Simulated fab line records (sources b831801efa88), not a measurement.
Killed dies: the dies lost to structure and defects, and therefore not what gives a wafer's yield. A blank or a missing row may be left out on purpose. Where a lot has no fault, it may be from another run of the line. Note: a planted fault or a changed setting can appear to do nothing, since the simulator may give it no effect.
Comparing a struck lot with a sound one    flow gf180mcu    14 steps out of a route of 602
Sound: the wafers L720.1, L720.3, L720.6. The struck wafers were L710.2, L710.3, L710.5. Last of all comes the cause.
Per side, at each step with rows, come the tool, then ch with its chambers, and then its first start. Under that, the readings that differ: sound wafers    struck wafers    difference of the means    sigmas: that difference in standard deviations of wafers without a fault.
alike: readings whose means differ by less than 2 such deviations, and words and numbers that are the same on both sides. not compared: withheld readings, readings that some wafer has no value for, bounds like >300 that may hide the same value, and numbers for which the record gives no deviation and whose values overlap.
A row with sigmas, a row that says differs or no value, or rows on one side alone: a step with any of these is where the two part. Numbers that don't overlap but have no deviation are shown without sigmas and don't part them. A reading that every wafer of one side lacks parts them only if that side has two wafers or more.

first, 1 step without rows for these wafers: GF_HV_LDD_CLEAN_51 (cleans in SC1/SC2, time 150 s).
GF_HV_LDD_RTA_52: time 10 s.
  sound on rtp_anneal-01 ch 0, day 19 01:58; struck on rtp_anneal-01 ch 0, day 15 19:20
  alike: lamp_power_pct, wafer_temp_C_max
GF_HV_LDD_RS_MEAS_53: a four-point-probe measurement.
  sound on film_metro-01, day 19 02:02; struck on film_metro-02, day 15 19:25
  alike: HV_LDD_RS
then, 1 step without rows for these wafers: GF_HV_LDD_CVD_54 (deposits SiO2 from TEOS, target thk 10 nm, time 75 s).
GF_HV_LDD_THK_MEAS_55:
  sound on film_metro-04, day 19 04:25; struck on film_metro-01, day 15 20:35
  alike: HV_LDD_CVD_54_THK
then, 1 step without rows for these wafers: GF_HV_LDD_CVD_56 (deposits Si3N4 from DCS/NH3, target thk 90 nm, time 1543 s).
GF_HV_LDD_THK_MEAS_57:
  sound on film_metro-04, day 19 07:11; struck on film_metro-01, day 16 00:00
  alike: HV_LDD_CVD_56_THK
GF_HV_LDD_ETCHBACK_58: etches Si3N4 in CH3F/O2, stops on SiO2, time 100 s, target depth 90 nm.
  sound on rie_diel-04 ch 0,1, day 19 07:14; struck on rie_diel-03 ch 1,2, day 16 00:03
reading                      sound        struck       difference  sigmas
drypump_motor_current_A (A)  6.7 5.9 5.9  5.3 5.2 5.3  -0.9        -2
  alike: bias_w, oes_product_au, rf_fwd_power_W, throttle_valve_pct
  not compared: rf_hours_counter_h
then, 4 steps without rows for these wafers: GF_NSD_DEHYDRATE_00 (time 60 s); GF_NSD_HMDS_01 (prime time 60 s); GF_NSD_COAT_02 (resist thk 1000 nm); GF_NSD_SOFTBAKE_03 (time 60 s).
GF_NSD_EXPOSE_04: exposes mask Nplus, target cd 400 nm.
  struck on iline_stepper-02, day 16 11:17; sound on iline_stepper-02 ch 0, day 19 19:39
  no value came back on the struck wafers for exposure_dose_mJ_cm2, focus_offset_nm (nm), sigma_outer; on the sound wafers exposure_dose_mJ_cm2 reads 139.87 140.02 140.03
  alike: mask
after that, 1 step had no rows for these wafers: GF_NSD_PEB_05.

## WHERE THEY PART
Last at GF_NSD_EXPOSE_04 as far as this record goes, first at GF_HV_LDD_ETCHBACK_58.

WHY: what the simulator had put in
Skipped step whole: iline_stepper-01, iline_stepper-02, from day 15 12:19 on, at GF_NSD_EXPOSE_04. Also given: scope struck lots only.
